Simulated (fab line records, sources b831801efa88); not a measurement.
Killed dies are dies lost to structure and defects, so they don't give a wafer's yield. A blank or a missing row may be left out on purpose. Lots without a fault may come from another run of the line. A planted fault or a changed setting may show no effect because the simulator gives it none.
Chamber matching | flow gf180mcu | GF_V1_CMP_04 on cmp-02: 4 sister chambers
The step polishes SiO2. 33 wafers are shown with their chamber, then 12 later ones without.

WAFERS WITH THEIR CHAMBER
wafer  | chamber | motor_current_A (A) | time_to_endpoint_s (s) | slurry_flow_ml_min
L074.4 | 1       | 10.8                | 88                     | 149.0
L074.5 | 1       | 10.4                | 84                     | 149.1
L074.6 | 0       | 11.8                | 80                     | 149.8
L075.1 | 0       | 11.9                | 72                     | 150.2
L075.2 | 2       | 11.6                | 72                     | 149.8
L075.3 | 3       | 13.4                | 71                     | 150.0
L076.1 | 3       | 12.8                | 75                     | 149.6
L076.4 | 1       | 10.9                | 86                     | 149.3
L076.5 | 2       | 11.0                | 85                     | 149.4
L077.2 | 1       | 11.4                | 84                     | 150.4
L077.3 | 0       | 11.2                | 80                     | 150.1
L077.6 | 3       | 12.7                | 73                     | 150.4
L080.1 | 0       | 11.6                | 78                     | 150.7
L080.2 | 1       | 11.4                | 82                     | 149.6
L080.4 | 2       | 11.2                | 88                     | 149.6
L085.2 | 1       | 10.7                | 75                     | 149.7
L085.4 | 0       | 11.9                | 82                     | 150.1
L085.6 | 1       | 10.7                | 79                     | 150.1
L087.1 | 2       | 12.2                | 64                     | 150.4
L087.2 | 0       | 11.1                | 69                     | 150.5
L087.6 | 1       | 10.8                | 78                     | 149.8
L088.1 | 1       | 10.5                | 77                     | 150.4
L088.2 | 2       | 12.1                | 67                     | 150.4
L088.5 | 2       | 11.4                | 75                     | 151.3
L089.2 | 1       | 11.2                | 72                     | 150.4
L089.5 | 3       | 13.4                | 70                     | 150.0
L089.6 | 2       | 11.3                | 85                     | 150.3
L090.1 | 2       | 11.7                | 77                     | 150.7
L090.2 | 3       | 13.8                | 79                     | 149.8
L090.6 | 2       | 11.3                | 81                     | 150.4
L091.3 | 1       | 11.5                | 75                     | 150.4
L091.4 | 0       | 11.8                | 84                     | 149.2
L091.6 | 3       | 14.0                | 70                     | 149.8

SIGNATURES (means of the wafers above)
reading            | chamber 0 | chamber 1 | chamber 2 | chamber 3 | scatter within a chamber
motor_current_A    | 11.614    | 10.936    | 11.533    | 13.350    | 0.406
time_to_endpoint_s | 77.86     | 80.00     | 77.11     | 73.00     | 6.06
slurry_flow_ml_min | 150.086   | 149.836   | 150.256   | 149.933   | 0.508
Rule: a wafer's distance from a chamber is the root of the sum, over the readings, of the square of ((its reading less the chamber's mean) divided by the reading's scatter). The wafer belongs to the nearest chamber; if the next one is less than 2 further off, it can't be placed. The scatter: the root of (the sum of the squares of (reading less its chamber's mean) over the shown wafers, divided by (wafers less chambers)).

WAFERS WITHOUT THEIR CHAMBER
wafer  | motor_current_A (A) | time_to_endpoint_s (s) | slurry_flow_ml_min
L092.1 | 11.1                | 83                     | 149.9
L092.3 | 11.6                | 77                     | 148.8
L092.5 | 13.5                | 73                     | 150.3
L093.1 | 11.2                | 75                     | 149.9
L093.2 | 13.4                | 68                     | 150.1
L093.4 | 11.9                | 80                     | 150.3
L095.1 | 11.9                | 73                     | 150.4
L095.3 | 11.5                | 78                     | 150.5
L095.4 | 12.2                | 79                     | 151.0
L096.3 | 11.5                | 80                     | 149.9
L096.4 | 11.1                | 87                     | 150.2
L096.6 | 11.9                | 81                     | 150.2

WHICH CHAMBER EACH WENT THROUGH
wafer  | from the rows above               | in truth
L092.1 | can't be placed: 1 or 0 or 2      | 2
L092.3 | can't be placed: 0 or 1 or 2      | 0
L092.5 | 3                                 | 3
L093.1 | can't be placed: 1 or 2 or 0      | 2
L093.2 | 3                                 | 3
L093.4 | can't be placed: 0 or 2 or 1      | 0
L095.1 | can't be placed: 2 or 0 or 1      | 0
L095.3 | can't be placed: 2 or 0 or 1      | 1
L095.4 | can't be placed: 2 or 0 or 3 or 1 | 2
L096.3 | can't be placed: 0 or 2 or 1      | 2
L096.4 | can't be placed: 1 or 2 or 0      | 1
L096.6 | can't be placed: 0 or 2 or 1      | 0
Placed correctly: 2 of 12. Can't be placed from these rows: 10 (the true chamber is among the candidates in 10). Placed wrongly: 0.
